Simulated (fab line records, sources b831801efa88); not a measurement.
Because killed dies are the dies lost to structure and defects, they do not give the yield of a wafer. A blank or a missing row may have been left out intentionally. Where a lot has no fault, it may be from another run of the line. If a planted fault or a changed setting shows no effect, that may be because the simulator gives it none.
Lot-split experiment | flow gf180mcu | 5 lots, 23 wafers read, on a route of 602 steps

THE SPLIT
At GF_HV_LDD_DEVELOP_06 (develop time 60 s), the setting develop time s was moved away from the recipe's 60 s on 10 of the 23 wafers read, by -14.5% to -4.0%. All remaining wafers had this setting at the recipe value.

Split to reading: the file shows no intervening step.

THE READING
At GF_HV_LDD_CD_MEAS_07: cd nm in nanometres, against a target cd of 400 nm. Typical for fault-free wafers on this fab line: 399.8 nm, with standard deviation 2.4 nm.

wafer  | tool, chamber at the split | develop time s as run, s | against the recipe | cd nm, nm | against lot-mates on the recipe
L074.2 | litho track-02, 0          | 60                       | recipe             | 394.8     | -
L074.4 | litho track-02, 0          | 60                       | recipe             | 392.7     | -
L074.6 | litho track-02, 0          | 60                       | recipe             | 393.4     | -
L076.1 | litho track-04, 0          | 52.95                    | -11.7%             | 387.4     | -12.1
L076.2 | litho track-04, 0          | 60                       | recipe             | 398.7     | -
L076.3 | litho track-04, 0          | 60                       | recipe             | 400.5     | -
L076.5 | litho track-04, 0          | 52.95                    | -11.7%             | 385.1     | -14.4
L076.6 | litho track-04, 0          | 60                       | recipe             | 399.2     | -
L077.1 | litho track-04, 0          | 60                       | recipe             | 402.1     | -
L077.3 | litho track-04, 0          | 57.57                    | -4.0%              | 398.8     | -3.2
L077.4 | litho track-04, 0          | 57.57                    | -4.0%              | 397.2     | -4.9
L077.5 | litho track-04, 0          | 57.57                    | -4.0%              | 394.7     | -7.4
L077.6 | litho track-04, 0          | 60                       | recipe             | 402.0     | -
L081.2 | litho track-03, 0          | 51.32                    | -14.5%             | 384.9     | -16.6
L081.3 | litho track-03, 0          | 51.32                    | -14.5%             | 384.2     | -17.2
L081.4 | litho track-03, 0          | 51.32                    | -14.5%             | 385.6     | -15.8
L081.5 | litho track-03, 0          | 60                       | recipe             | 402.0     | -
L081.6 | litho track-03, 0          | 60                       | recipe             | 400.9     | -
L084.1 | litho track-02, 0          | 51.91                    | -13.5%             | 383.7     | -15.5
L084.2 | litho track-02, 0          | 51.91                    | -13.5%             | 386.0     | -13.2
L084.3 | litho track-02, 0          | 60                       | recipe             | 399.3     | -
L084.4 | litho track-02, 0          | 60                       | recipe             | 397.7     | -
L084.5 | litho track-02, 0          | 60                       | recipe             | 400.6     | -

FIT RESULTS
A straight line over all 23 wafers: cd nm changes by +1.01 nm for each +1% of develop time s; r = +0.92; the points scatter about the line by 2.7 nm.
The same after taking each lot's own level away (the mean of its wafers on the recipe; 23 wafers): +1.12 nm for each +1%; r = +0.99; scatter 1.1 nm.
On that fit, the largest move of develop time s shifts the reading by 16 nm.
The lots' own levels span 393.63 to 402.05 nm, that is 3.5 times the standard deviation above.
Hence the lot-to-lot level has little effect on the slope; both slopes agree.
Check: -16.2 nm against its lot-mates is what the line predicts for one of the wafers moved furthest among these (-14.5%) when that wafer is left out of the fit. It came out at -16.6 nm against them.

ADDITIONAL SPLITS CARRIED BY THESE WAFERS
Other splits were also applied to these wafers ahead of the reading. Each is held against what the fit with the lots' levels taken away leaves over:
other split on the same wafers | wafers away from the commonest value | r with cd nm (lot level and that fit taken away)
GF_POLY_GATE_PEB_08 peb temp c | 7                                    | -0.24

FILE'S OWN FIT
cd nm changes by +1.12 nm for each +1% of develop time s, r = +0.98.
